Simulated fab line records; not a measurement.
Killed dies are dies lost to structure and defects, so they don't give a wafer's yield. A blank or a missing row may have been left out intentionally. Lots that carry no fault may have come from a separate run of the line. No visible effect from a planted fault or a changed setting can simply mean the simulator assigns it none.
fab line records    flow sky130
record: lots: 7  wafers: 18  last_day: 50
route steps=708 shown METAL1@440 PAD_OPEN@708
lots that met no fault: from a run of the same line without faults
start_h: hours from the record's first day to the start of the lot's first wafer shown    wait_h: time in hours since the lot's previous step    " repeats the value in the row above    L1.1+2: one row covering several wafers at once    - either no value or no given start    * or withheld: withheld    < > ~ a bound
route shown NAME@n: names a module that has steps shown in the file, with the first one's number in the route    usual: the fault-free wafers' mean and standard deviation    same: alike in all rows    chamber/n: place in a boat    sites: readings site by site    _std_site: how widely they spread, as a standard deviation    _edge_site: the outer-site mean with the inner-site mean subtracted    radius_mm: for every site, how far away it sits from the centre of the wafer    mask NAME#n: copy n    behind: the last tool/chamber to shape the wafer    hold: reason for holding the lot/hours on hold/outcome of the hold    device: the n, p or np transistor that did not switch    end of line: at the end of the route, the tests of the same wafers    step lacking rows: just its recipe    killed: at the first sort, the dies lost to defects and structure; wafer yield is something else    map: shows each die of a wafer: x if killed, . if not, _ if none is there
set.NAME: the setting that was run; set.NAME@STEP: the one run at that earlier step    model.NAME: the simulator's own value behind a step, which no gauge read
lots at selected steps of the route; one table per step, one row per wafer
services: the hour from which a tool's chamber was out of use, counted from the record's first day as start_h (under 0 if before that day), plus the number of hours and why
== steps ==
step: SKY_METAL1_THK_MEAS_06
recipe: thk_meas_gauge: xrf  reads: AlCu_of_METAL1_SPUTTER_02
usual: METAL1_ALCU_THK: 252/3.9
lot.wafer  tool           chamber  start_h  wait_h  METAL1_ALCU_THK[nm]
L754.2     film_metro-01  -        789.25   0.1     246
L754.3     "              -        "        "       250
L754.6     "              -        "        "       248
L759.2     film_metro-03  -        837.76   0.1     254
L759.4     "              -        "        "       256
L759.6     "              -        "        "       250
L760.1     film_metro-01  -        838.05   0.1     253
L760.2     "              -        "        "       255
L760.4     "              -        "        "       253
L765.2     film_metro-04  -        872.64   0.1     253
L765.4     "              -        "        "       248
L767.2     film_metro-04  -        886.46   0.1     255
L767.3     "              -        "        "       257
L768.2     film_metro-03  -        893.67   0.1     247
L768.3     "              -        "        "       254
L771.2     film_metro-03  -        911.27   0.1     257
L771.3     "              -        "        "       257
L771.5     "              -        "        "       250
step: SKY_METAL1_DEHYDRATE_07
recipe: temp_c: 200  time_s: 60
step: SKY_METAL1_HMDS_08
recipe: prime_time_s: 60  prime_temp_c: 120
step: SKY_METAL1_COAT_09
recipe: resist: BARC  temp_c: withheld  time_s: withheld  spin_rpm: 3000  resist_thk_nm: 60
step: SKY_METAL1_COAT_10
recipe: resist: KrF-thick  spin_rpm: 3000  resist_thk_nm: 450
step: SKY_METAL1_SOFTBAKE_11
recipe: temp_c: 100  time_s: 90  resist: KrF-thick
step: SKY_METAL1_EXPOSE_12
recipe: mask_id: MM1  na: 0.8  source_shape: annular  sigma_inner: 0.55  sigma_outer: 0.85  target_cd_nm: 140  dose_mj: 28
step: SKY_METAL1_PEB_13
recipe: peb_temp_c: withheld  peb_time_s: withheld  resist: KrF-thick
step: SKY_METAL1_DEVELOP_14
recipe: develop_time_s: 60  resist: KrF-thick  dev_temp_c: 21
step: SKY_METAL1_CD_MEAS_15
recipe: target_cd_nm: 140
usual: cd_nm: 139.7/1.5
lot.wafer  tool       chamber  start_h  wait_h  cd_nm
L754.2     cd_sem-02  -        816.56   -       138.6
L754.3     "          -        "        "       139.8
L754.6     "          -        "        "       141.4
L759.2     cd_sem-02  -        863.51   -       139.7
L759.4     "          -        "        "       137.1
L759.6     "          -        "        "       138.1
L760.1     cd_sem-01  -        863.84   -       140.7
L760.2     "          -        "        "       140.8
L760.4     "          -        "        "       138.8
L765.2     cd_sem-02  -        898.82   -       140.8
L765.4     "          -        "        "       140.3
L767.2     cd_sem-02  -        912.57   -       139.0
L767.3     "          -        "        "       139.1
L768.2     cd_sem-01  -        918.47   -       140.6
L768.3     "          -        "        "       140.6
L771.2     cd_sem-02  -        936.36   -       139.5
L771.3     "          -        "        "       139.5
L771.5     "          -        "        "       139.3
step: SKY_METAL1_OVL_MEAS_16
usual: METAL1_OVL: 6/5.3
lot.wafer  tool        chamber  start_h  wait_h  METAL1_OVL[nm]
L754.2     overlay-02  -        816.67   0.1     10
L754.3     "           -        "        "       3
L754.6     "           -        "        "       6
L759.2     overlay-01  -        863.62   0.1     2
L759.4     "           -        "        "       7
L759.6     "           -        "        "       2
L760.1     overlay-02  -        863.96   0.1     6
L760.2     "           -        "        "       6
L760.4     "           -        "        "       8
L765.2     overlay-01  -        898.92   0.1     10
L765.4     "           -        "        "       9
L767.2     overlay-02  -        912.67   0.1     11
L767.3     "           -        "        "       6
L768.2     overlay-01  -        918.57   0.1     11
L768.3     "           -        "        "       10
L771.2     overlay-01  -        936.47   0.1     6
L771.3     "           -        "        "       11
L771.5     "           -        "        "       9
step: SKY_METAL1_DESCUM_17
recipe: chemistry: O2  source_power_w: 150  bias_power_w: 0  pressure_mtorr: 10  temp_c: 40  time_s: 8
usual: chamber_pressure_mTorr: 10.001/0.0092  drypump_motor_current_A: 5.7/0.46  oes_product_au: 1.009/0.012
lot.wafer  tool          chamber  start_h  wait_h  chamber_pressure_mTorr  drypump_motor_current_A  oes_product_au  rf_hours_counter_h
L754.2     rie_metal-04  0        816.70   0.0     9.992                   5.1                      1.041           4
L754.3     "             0        "        "       10.003                  5.1                      1.026           -
L754.6     "             1        "        "       10.008                  5.8                      1.019           -
L759.2     rie_metal-03  0        863.65   0.0     10.002                  5.6                      1.010           4
L759.4     "             1        "        "       10.004                  6.5                      1.001           -
L759.6     "             0        "        "       10.010                  5.6                      1.008           -
L760.1     rie_metal-02  0        864.00   0.0     9.999                   5.3                      1.014           16
L760.2     "             1        "        "       9.991                   5.8                      1.019           13
L760.4     "             1        "        "       10.007                  5.8                      1.019           -
L765.2     rie_metal-03  0        898.95   0.0     10.021                  5.6                      1.015           6
L765.4     "             0        "        "       9.993                   5.7                      1.012           -
L767.2     rie_metal-03  1        912.70   0.0     9.998                   6.5                      0.990           17
L767.3     "             0        "        "       10.014                  5.6                      1.007           -
L768.2     rie_metal-03  1        918.60   0.0     10.002                  6.5                      0.975           17
L768.3     "             0        "        "       9.993                   5.6                      1.024           -
L771.2     rie_metal-04  1        936.50   0.0     9.996                   5.8                      1.012           13
L771.3     "             0        "        "       9.990                   5.1                      1.022           -
L771.5     "             0        "        "       9.994                   5.1                      1.015           -
step: SKY_METAL1_ETCH_18
recipe: chemistry: N2/H2  target: BARC  ion_energy_ev: 200  bias_w: 100  pressure_mtorr: 30  n2_flow_sccm: 100  h2_flow_sccm: 200  icp_w: 500  stop_on: SiO2  time_s: 45.9  target_depth_a: 600
usual: chamber_pressure_mTorr: 29.997/0.028  drypump_motor_current_A: 5.8/0.46  oes_product_au: 0.855/0.0051  throttle_valve_pct: 13.225/0.009
lot.wafer  tool          chamber  start_h  wait_h  chamber_pressure_mTorr  drypump_motor_current_A  oes_product_au  rf_hours_counter_h  throttle_valve_pct  model.KrF-thick_of_METAL1_COAT_10.thk_nm  model.etch.depth_nm
L754.2     rie_metal-04  0        816.73   0.0     30.051                  5.2                      0.855           4                   13.224              390.2                                     60.11
L754.3     "             0        "        "       30.037                  5.1                      0.853           -                   13.231              390.9                                     60.23
L754.6     "             1        "        "       30.007                  5.8                      0.855           -                   13.216              392.1                                     60.03
L759.2     rie_metal-03  0        863.68   0.0     30.001                  5.6                      0.859           4                   13.225              391.1                                     60.12
L759.4     "             1        "        "       29.991                  6.6                      0.850           -                   13.215              392.4                                     59.79
L759.6     "             0        "        "       29.998                  5.6                      0.862           -                   13.238              390.7                                     59.77
L760.1     rie_metal-02  0        864.03   0.0     30.033                  5.3                      0.852           16                  13.242              394.2                                     60.16
L760.2     "             1        "        "       29.978                  5.8                      0.851           14                  13.215              392.2                                     60.09
L760.4     "             1        "        "       29.999                  5.8                      0.855           -                   13.217              391.3                                     60.1
L765.2     rie_metal-03  0        898.99   0.0     30.034                  5.7                      0.819           6                   13.231              405.7                                     54.69
L765.4     "             0        "        "       30.022                  5.7                      0.820           -                   13.215              404.2                                     54.79
L767.2     rie_metal-03  1        912.74   0.0     29.960                  6.5                      0.805           17                  13.231              406.2                                     53.58
L767.3     "             0        "        "       29.994                  5.6                      0.846           -                   13.209              391.4                                     59.88
L768.2     rie_metal-03  1        918.64   0.0     30.007                  6.5                      0.805           17                  13.226              407.5                                     53.48
L768.3     "             0        "        "       29.999                  5.7                      0.845           -                   13.227              392.6                                     59.97
L771.2     rie_metal-04  1        936.53   0.0     29.992                  5.8                      0.855           13                  13.210              390.9                                     59.73
L771.3     "             0        "        "       30.014                  5.1                      0.849           -                   13.233              390.4                                     59.89
L771.5     "             0        "        "       29.996                  5.1                      0.855           -                   13.230              390.6                                     60.08
step: SKY_METAL1_METAL_ETCH_19
recipe: target_depth_a: 3600  stop_on: SiO2  over_etch_frac: 0.3  time_s: 78  chemistry: Cl2/BCl3  resist_sidewall_deg: 88  pressure_mtorr: 10  icp_w: 900  bias_w: 48.5  Cl2_flow_sccm: 60  bcl3_flow_sccm: 30
usual: chamber_pressure_mTorr: 10.000/0.0086  drypump_motor_current_A: 5.7/0.46  oes_product_au: 0.855/0.0064  throttle_valve_pct: 22.264/0.0092
lot.wafer  tool          chamber  start_h  wait_h  chamber_pressure_mTorr  drypump_motor_current_A  oes_product_au  rf_hours_counter_h  throttle_valve_pct  model.KrF-thick_of_METAL1_COAT_10.thk_nm
L754.2     rie_metal-04  0        816.79   0.0     9.999                   5.1                      0.855           4                   22.253              144.8
L754.3     "             0        "        "       10.007                  5.1                      0.859           -                   22.274              144.8
L754.6     "             1        "        "       9.998                   5.8                      0.852           -                   22.256              152.6
L759.2     rie_metal-03  0        863.74   0.0     10.001                  5.7                      0.855           4                   22.271              153.2
L759.4     "             1        "        "       10.000                  6.5                      0.857           -                   22.248              155.1
L759.6     "             0        "        "       9.995                   5.6                      0.859           -                   22.256              152.8
L760.1     rie_metal-02  0        864.09   0.0     9.996                   5.3                      0.859           16                  22.255              157
L760.2     "             1        "        "       9.985                   5.8                      0.857           14                  22.240              148.8
L760.4     "             1        "        "       9.996                   5.8                      0.857           -                   22.269              151.9
L765.2     rie_metal-03  0        899.05   0.0     9.993                   5.6                      0.851           6                   22.251              167.6
L765.4     "             0        "        "       9.978                   5.6                      0.847           -                   22.259              165.4
L767.2     rie_metal-03  1        912.80   0.0     9.999                   6.5                      0.862           17                  22.257              172.8
L767.3     "             0        "        "       9.991                   5.6                      0.859           -                   22.267              148.9
L768.2     rie_metal-03  1        918.70   0.0     9.998                   6.5                      0.848           18                  22.262              177.1
L768.3     "             0        "        "       10.008                  5.6                      0.854           -                   22.270              151.9
L771.2     rie_metal-04  1        936.59   0.0     10.013                  5.8                      0.866           13                  22.287              150.3
L771.3     "             0        "        "       9.994                   5.1                      0.856           -                   22.242              146.7
L771.5     "             0        "        "       10.012                  5.1                      0.847           -                   22.263              145.8
step: SKY_METAL1_STRIP_20
recipe: chemistry: O2/N2  power_w: 1400  pressure_mtorr: 1500  platen_temp_c: withheld  o2_flow_sccm: 3000  n2_flow_sccm: 300  overash_fraction: 0.5
usual: chamber_pressure_mTorr: 1500.1/1.2  drypump_motor_current_A: 5.7/0.46  oes_product_au: 0.341/0.005  strip_time_to_endpoint_s: 2.65/0.06
lot.wafer  tool             chamber  start_h  wait_h  chamber_pressure_mTorr  drypump_motor_current_A  oes_product_au  rf_hours_counter_h  strip_time_to_endpoint_s
L754.2     plasma_asher-02  0        816.88   0.1     1500.4                  6.3                      0.335           8                   2.52
L754.3     "                1        "        "       1499.1                  6.4                      0.333           -                   2.55
L754.6     "                1        "        "       1499.2                  6.4                      0.338           -                   2.64
L759.2     plasma_asher-04  1        863.83   0.1     1500.8                  5.7                      0.341           98                  2.63
L759.4     "                0        "        "       1499.2                  5.2                      0.340           -                   2.65
L759.6     "                0        "        "       1500.3                  5.1                      0.342           -                   2.63
L760.1     plasma_asher-02  0        864.18   0.1     1500.4                  6.3                      0.350           12                  2.68
L760.2     "                1        "        "       1499.6                  6.5                      0.339           12                  2.60
L760.4     "                0        "        "       1496.7                  6.3                      0.341           -                   2.61
L765.2     plasma_asher-02  1        899.14   0.1     1498.1                  6.4                      0.349           15                  2.79
L765.4     "                1        "        "       1500.8                  6.4                      0.343           -                   2.78
L767.2     plasma_asher-02  0        912.89   0.1     1501.7                  6.3                      0.356           17                  2.85
L767.3     "                0        "        "       1500.8                  6.2                      0.342           -                   2.58
L768.2     plasma_asher-02  0        918.79   0.1     1498.9                  6.3                      0.354           17                  2.90
L768.3     "                1        "        "       1499.0                  6.5                      0.333           -                   2.60
L771.2     plasma_asher-04  0        936.68   0.1     1499.4                  5.1                      0.340           105                 2.59
L771.3     "                0        "        "       1499.6                  5.1                      0.331           -                   2.57
L771.5     "                1        "        "       1499.2                  5.7                      0.345           -                   2.54
step: SKY_METAL1_STRIP_21
recipe: chemistry: post_etch_residue_remover  time_s: 1200  temp_c: 72.5
step: SKY_PAD_OPEN_PROBE_99
usual: defect_limited_yield: 82.3/2.1  killed_at_M0_to_M3: 45/6.9  killed_at_M4_up: 3.1/1.7  killed_at_contacts: 24/5.7  killed_at_front_end: 15/4.6  killed_at_other: 0.3/0.57  killed_dies: 87/10  killed_open: 48/7.4  killed_short: 39/6.7
same: gross_dies: 492  killed_at_back_side: 0
lot.wafer  tool       chamber  start_h  wait_h  defect_limited_yield[%]  killed_at_M0_to_M3  killed_at_M4_up  killed_at_contacts  killed_at_front_end  killed_at_other  killed_dies  killed_open  killed_short  model.etest.tester.sort_n_pass  model.etest.tester.sort_yield_pct  model.etest.tester.sort_bin_3_pct  model.etest.met1_comb.leak_log10_a_um  model.etest.tester.sort_bin_8_pct  model.etest.tester.sort_bin_4_pct
L754.2     prober-01  -        1118.82  0.1     83.3                     52                  3                15                  12                   0                82           40           42            410                             83.33                              1.22                               -11.99                                 0                                  0
L754.3     prober-01  -        1118.87  0.2     86.8                     37                  1                19                  8                    0                65           38           27            427                             86.79                              0.6098                             -11.98                                 0                                  0
L754.6     prober-01  -        1119.02  0.2     83.1                     46                  2                24                  11                   0                83           43           40            409                             83.13                              1.016                              -12.08                                 0                                  0
L759.2     prober-02  -        1153.21  0.1     84.6                     40                  2                18                  16                   0                76           50           26            416                             84.55                              0.4065                             -12.07                                 0                                  0
L759.4     prober-02  -        1153.31  0.2     84.8                     33                  3                21                  18                   0                75           41           34            417                             84.76                              1.016                              -12.1                                  0                                  0
L759.6     prober-02  -        1153.41  0.2     82.3                     40                  4                27                  16                   0                87           44           43            405                             82.32                              0.813                              -11.91                                 0                                  0
L760.1     prober-02  -        1155.97  0.1     83.7                     49                  3                16                  12                   0                80           46           34            412                             83.74                              0.813                              -12.04                                 0                                  0
L760.2     prober-02  -        1156.02  0.1     82.9                     46                  2                24                  12                   0                84           55           29            408                             82.93                              0                                  -11.94                                 0                                  0
L760.4     prober-02  -        1156.12  0.2     84.6                     46                  5                9                   14                   2                76           28           48            416                             84.55                              1.016                              -11.96                                 0                                  0
L765.2     prober-02  -        1177.62  0.1     83.1                     44                  3                16                  20                   0                83           40           43            354                             71.95                              11.99                              -8.352                                 2.476e-05                          0
L765.4     prober-02  -        1177.72  0.2     82.5                     53                  1                19                  13                   0                86           51           35            336                             68.29                              14.63                              -8.453                                 1.82e-08                           2.652e-12
L767.2     prober-02  -        1187.12  0.1     80.7                     58                  1                21                  15                   0                95           53           42            284                             57.72                              23.37                              -7.645                                 0.0001087                          0
L767.3     prober-02  -        1187.17  0.2     83.7                     47                  2                22                  9                    0                80           43           37            412                             83.74                              1.016                              -12.12                                 0                                  0
L768.2     prober-01  -        1192.17  0.1     82.5                     52                  8                14                  12                   0                86           50           36            276                             56.1                               27.44                              -7.286                                 8.932e-06                          0
L768.3     prober-01  -        1192.22  0.2     83.3                     39                  3                23                  16                   1                82           47           35            410                             83.33                              1.016                              -11.94                                 0                                  0
L771.2     prober-02  -        1201.81  0.1     79.9                     53                  1                22                  23                   0                99           53           46            393                             79.88                              1.016                              -12.09                                 0                                  0
L771.3     prober-02  -        1201.86  0.2     82.5                     42                  1                31                  12                   0                86           58           28            406                             82.52                              0.813                              -12.15                                 0                                  0
L771.5     prober-02  -        1201.96  0.2     84.3                     47                  1                21                  7                    1                77           45           32            415                             84.35                              0.6098                             -11.86                                 0                                  0
killed by level:class
L754.2 VIA1:geometric_particle:open=19 METAL2:geometric_particle:short=7 CONTACT:geometric_particle:short=6 METAL1:geometric_particle:short=5 VIA2:geometric_particle:open=5 VIA3:geometric_particle:open=4 VIA1:geometric_particle:short=3 POLY_GATE:geometric_particle:short=3
L754.3 CONTACT:geometric_particle:open=9 VIA2:geometric_particle:open=8 LI_CONTACT:geometric_particle:open=6 VIA1:geometric_particle:open=6 METAL2:geometric_particle:short=6 METAL1:geometric_particle:short=5 METAL3:geometric_particle:short=4 POLY_GATE:geometric_particle:short=3
L754.6 CONTACT:geometric_particle:open=12 VIA1:geometric_particle:short=9 VIA1:geometric_particle:open=9 METAL2:geometric_particle:short=7 METAL1:geometric_particle:short=6 VIA2:geometric_particle:open=6 VIA3:geometric_particle:open=6 CONTACT:geometric_particle:short=5
L759.2 POLY_GATE:geometric_particle:open=9 VIA3:geometric_particle:open=9 CONTACT:geometric_particle:open=9 VIA2:geometric_particle:open=8 VIA1:geometric_particle:open=8 LOCAL_INTERCONNECT:geometric_particle:short=6 VIA2:geometric_particle:short=5 METAL2:geometric_particle:short=4
L759.4 CONTACT:geometric_particle:open=14 VIA3:geometric_particle:open=9 VIA1:geometric_particle:short=7 POLY_GATE:geometric_particle:short=5 POLY_GATE:geometric_particle:open=5 METAL1:geometric_particle:short=5 LI_CONTACT:geometric_particle:short=5 FIELD_ISO:geometric_particle:open=4
L759.6 VIA1:geometric_particle:open=8 LI_CONTACT:geometric_particle:open=8 CONTACT:geometric_particle:open=7 METAL1:geometric_particle:short=7 METAL2:geometric_particle:short=6 POLY_GATE:geometric_particle:open=5 LOCAL_INTERCONNECT:geometric_particle:short=5 VIA2:geometric_particle:open=5
L760.1 VIA1:geometric_particle:open=14 VIA3:geometric_particle:open=8 VIA1:geometric_particle:short=6 VIA2:geometric_particle:open=6 FIELD_ISO:geometric_particle:short=5 CONTACT:geometric_particle:open=5 VIA3:geometric_particle:short=4 LI_CONTACT:geometric_particle:open=4
L760.2 VIA1:geometric_particle:open=12 LI_CONTACT:geometric_particle:open=11 VIA2:geometric_particle:open=6 FIELD_ISO:geometric_particle:open=5 CONTACT:geometric_particle:open=5 METAL2:geometric_particle:short=5 VIA3:geometric_particle:open=5 VIA1:geometric_particle:short=4
L760.4 VIA1:geometric_particle:open=11 FIELD_ISO:geometric_particle:short=7 VIA3:geometric_particle:open=7 VIA1:geometric_particle:short=6 METAL4:geometric_particle:short=5 METAL2:geometric_particle:short=5 VIA3:geometric_particle:short=5 POLY_GATE:geometric_particle:short=4
L765.2 VIA1:geometric_particle:open=14 LOCAL_INTERCONNECT:geometric_particle:short=9 POLY_GATE:geometric_particle:open=7 VIA1:geometric_particle:short=6 FIELD_ISO:geometric_particle:short=4 METAL1:geometric_particle:short=4 METAL2:geometric_particle:short=4 VIA3:geometric_particle:open=4
L765.4 VIA1:geometric_particle:open=12 METAL1:geometric_particle:short=8 VIA2:geometric_particle:open=8 METAL2:geometric_particle:short=7 CONTACT:geometric_particle:open=6 VIA3:geometric_particle:open=6 POLY_GATE:geometric_particle:open=5 VIA3:geometric_particle:short=5
L767.2 VIA2:geometric_particle:open=11 VIA1:geometric_particle:short=9 VIA1:geometric_particle:open=9 CONTACT:geometric_particle:open=8 VIA2:geometric_particle:short=8 FIELD_ISO:geometric_particle:open=6 LI_CONTACT:geometric_particle:open=6 VIA3:geometric_particle:open=6
L767.3 VIA1:geometric_particle:open=11 CONTACT:geometric_particle:open=11 VIA2:geometric_particle:open=9 VIA1:geometric_particle:short=6 METAL1:geometric_particle:short=5 METAL2:geometric_particle:short=5 LI_CONTACT:geometric_particle:open=4 VIA3:geometric_particle:open=4
L768.2 VIA1:geometric_particle:open=14 METAL2:geometric_particle:short=9 METAL1:geometric_particle:short=7 VIA2:geometric_particle:open=7 VIA3:geometric_particle:open=6 CONTACT:geometric_particle:short=5 CONTACT:geometric_particle:open=5 METAL4:geometric_particle:short=5
L768.3 VIA1:geometric_particle:open=14 VIA3:geometric_particle:open=9 CONTACT:geometric_particle:open=7 FIELD_ISO:geometric_particle:open=5 VIA1:geometric_particle:short=5 FIELD_ISO:geometric_particle:short=4 LI_CONTACT:geometric_particle:short=4 LI_CONTACT:geometric_particle:open=4
L771.2 CONTACT:geometric_particle:open=12 METAL1:geometric_particle:short=11 VIA3:geometric_particle:open=9 VIA1:geometric_particle:open=8 VIA2:geometric_particle:open=7 FIELD_ISO:geometric_particle:short=6 FIELD_ISO:geometric_particle:open=6 VIA1:geometric_particle:short=4
L771.3 VIA1:geometric_particle:open=14 LI_CONTACT:geometric_particle:open=11 CONTACT:geometric_particle:open=10 FIELD_ISO:geometric_particle:open=6 VIA2:geometric_particle:open=6 VIA1:geometric_particle:short=6 VIA3:geometric_particle:open=6 CONTACT:geometric_particle:short=5
L771.5 VIA1:geometric_particle:open=15 LI_CONTACT:geometric_particle:open=7 VIA2:geometric_particle:open=6 CONTACT:geometric_particle:open=5 LI_CONTACT:geometric_particle:short=5 METAL2:geometric_particle:short=5 VIA3:geometric_particle:open=4 CONTACT:geometric_particle:short=3
== services ==
tool             chamber  start_h  hours  kind
plasma_asher-04  -        806.85   2.8    pm
rie_metal-03     -        810.01   1.4    pm
plasma_asher-04  -        843.59   2.9    repair
plasma_asher-02  -        851.93   4.4    repair
plasma_asher-02  -        878.65   6.3    repair
plasma_asher-04  -        890.12   5.9    repair
rie_metal-04     -        894.34   28.1   pm
rie_metal-02     0        919.67   -      clean
rie_metal-02     0        919.67   19.6   scheduled_down
rie_metal-02     0        919.67   19.6   vent_cycle
rie_metal-03     1        926.57   -      clean
rie_metal-03     1        926.57   20.3   scheduled_down
rie_metal-03     1        926.57   20.3   vent_cycle
== key ==
first_sign: step: SKY_METAL1_ETCH_18  reading: oes_product_au  direction: down  sigmas: 8.3  usual: 0.855  struck: 0.812
effect: step: SKY_METAL1_STRIP_20  reading: strip_time_to_endpoint_s  direction: up  sigmas: 3  usual: *  struck: *
model_effect: step: SKY_METAL1_ETCH_18  value: KrF-thick_of_METAL1_COAT_10.thk_nm  without: 392.6  struck: 405.9
model_effect: step: SKY_METAL1_METAL_ETCH_19  value: KrF-thick_of_METAL1_COAT_10.thk_nm  without: 157.4  struck: 170.7
model_effect: step: SKY_PAD_OPEN_PROBE_99  value: etest.tester.sort_n_pass  without: 404.5  struck: 312.5
met_at SKY_METAL1_ETCH_18
struck_wafers L765.2,L765.4,L767.2,L768.2
onset_between 863.68 898.99
fault: kind: process_parameter_drift  tool: rie_metal-03  chamber: -  onset_h: 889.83  steps: SKY_METAL1_ETCH_18  channel: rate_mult  offset: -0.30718  shape: step  end_h: 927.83  scope: struck_wafers_only
